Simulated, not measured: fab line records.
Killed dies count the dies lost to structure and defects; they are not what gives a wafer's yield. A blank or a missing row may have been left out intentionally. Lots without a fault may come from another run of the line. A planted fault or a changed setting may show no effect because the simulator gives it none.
Struck lot and sound lot, side by side | flow sky130 | 35 steps out of a route of 708
Sound: these wafers, L323.2, L323.3, L323.4. Struck: wafer L328.6. (L328.1, L328.4 of the same lot were not struck and are left out.) The cause comes at the end.
At each step with rows: each side's tool, then ch and its chambers, then its first start. Under that, the readings that differ: sound wafers | struck wafers | difference of the means | sigmas: that difference in standard deviations of wafers without a fault.
alike: a reading whose means differ by less than 2 such deviations, as well as words and numbers matching on both sides. not compared: withheld readings; readings where some wafer has no value; bounds like >300 that might hide an equal value; numbers whose values overlap and for which the record gives no deviation.
Wherever a step has rows on one side only, a row that says differs or no value, or a row with sigmas, the two part there. Numbers that don't overlap but have no deviation are shown without sigmas and don't part them. A reading missing from all wafers of one side parts the sides only when that side holds two or more wafers.

first, 8 steps without rows for these wafers: SKY_CAPM_SPUTTER_02 (material TiN, target thk 200 nm, time 166.7 s); SKY_CAPM_DEHYDRATE_05 (time 60 s); SKY_CAPM_HMDS_06 (prime time 60 s); SKY_CAPM_COAT_07 (resist thk 1140 nm); SKY_CAPM_SOFTBAKE_08 (time 60 s); SKY_CAPM_EXPOSE_09 (exposes mask CAPM, target cd 1000 nm); SKY_CAPM_PEB_10; SKY_CAPM_DEVELOP_11 (develop time 60 s).
SKY_CAPM_METAL_ETCH_13: etches TiN in Cl2/BCl3, stops on SiO2, target depth 220 nm, time 62.9 s.
  sound on rie_metal-01 ch 0,1, day 41 20:58; struck on rie_metal-01 ch 1, day 42 19:44
  alike: drypump_motor_current_A, oes_product_au, throttle_valve_pct
  not compared: rf_hours_counter_h
then, 25 steps without rows for these wafers: SKY_CAPM_STRIP_14 (strips in O2/N2); SKY_CAPM_STRIP_15 (strips in post etch residue remover, time 1200 s); SKY_CAPM_CLEAN_16 (cleans in IPA, time 180 s); SKY_CAPM_CLEAN_17 (cleans in O3/DIW); SKY_METAL3_DEHYDRATE_05 (time 60 s); SKY_METAL3_HMDS_06 (prime time 60 s); SKY_METAL3_COAT_07 (resist thk 60 nm); SKY_METAL3_COAT_08 (resist thk 1140 nm); SKY_METAL3_SOFTBAKE_09 (time 90 s); SKY_METAL3_EXPOSE_10 (exposes mask MM3, target cd 300 nm); SKY_METAL3_PEB_11; SKY_METAL3_DEVELOP_12 (develop time 60 s); SKY_METAL3_DESCUM_15 (chemistry O2, time 8 s); SKY_METAL3_ETCH_16 (etches BARC in N2/H2, stops on SiO2, time 88.2 s, target depth 60 nm); SKY_METAL3_ETCH_17 (etches SiO2 in C4F8/O2/Ar, stops on TiN, time 3.9 s, target depth 15 nm); SKY_METAL3_METAL_ETCH_18 (etches the open film in Cl2/BCl3, stops on SiO2, target depth 845 nm, time 183.1 s); SKY_METAL3_STRIP_19 (strips in O2/N2); SKY_METAL3_STRIP_20 (strips in post etch residue remover, time 1200 s); SKY_METAL3_CLEAN_21 (cleans in IPA, time 180 s); SKY_METAL3_CLEAN_22 (cleans in O3/DIW); SKY_VIA3_HDPCVD_00 (deposits SiO2, target thk 1635 nm, time 272.5 s); SKY_VIA3_CMP_02 (polishes SiO2); SKY_VIA3_DEHYDRATE_04 (time 60 s); SKY_VIA3_HMDS_05 (prime time 60 s); SKY_VIA3_COAT_06 (resist thk 60 nm).
-- the record jumps here: 7 days lie between the struck wafers' starts before and after (it left off in module VIA3 and takes up again in module PAD_OPEN, whose first step shown is number 708 of the route) --
SKY_PAD_OPEN_PROBE_99:
  sound on prober-01, day 49 13:04; struck on prober-02, day 50 04:11
  reading                               | sound             | struck | difference | sigmas
  defect_limited_yield (%)              | 83.7 83.3 79.1    | 73.2   | -8.8       | -4
  killed_at_other                       | 0 0 0             | 54     | +54        | +82
  killed_dies                           | 80 82 103         | 132    | +44        | +4
  sort_bin_3_pad_short (%)              | 1.2 1.6 1.0       | 3.0    | +1.7       | +4
  sort_bin_5_function (%)               | 9.6 10.2 12.0     | 16.3   | +5.7       | +4
  sort_n_pass                           | 412 410 389       | 360    | -44        | -4
  sort_yield_pct (%)                    | 83.7 83.3 79.1    | 73.2   | -8.8       | -4
  model.etest.tester.sort_n_pass        | 412 410 389       | 360    | -44        |
  model.etest.tester.sort_yield_pct (%) | 83.74 83.33 79.06 | 73.17  | -8.87      |
  model.etest.tester.sort_bin_5_pct (%) | 9.553 10.16 11.99 | 16.26  | +5.69      |
  model.etest.tester.sort_bin_3_pct (%) | 1.22 1.626 1.016  | 3.049  | +1.762     |
  alike: killed_at_M0_to_M3, killed_at_M4_up, killed_at_contacts, killed_at_front_end, killed_open, killed_short, sort_bin_6_memory

WHERE THEY PART
Only at SKY_PAD_OPEN_PROBE_99, within this record.

WHY: what had been put in by the simulator
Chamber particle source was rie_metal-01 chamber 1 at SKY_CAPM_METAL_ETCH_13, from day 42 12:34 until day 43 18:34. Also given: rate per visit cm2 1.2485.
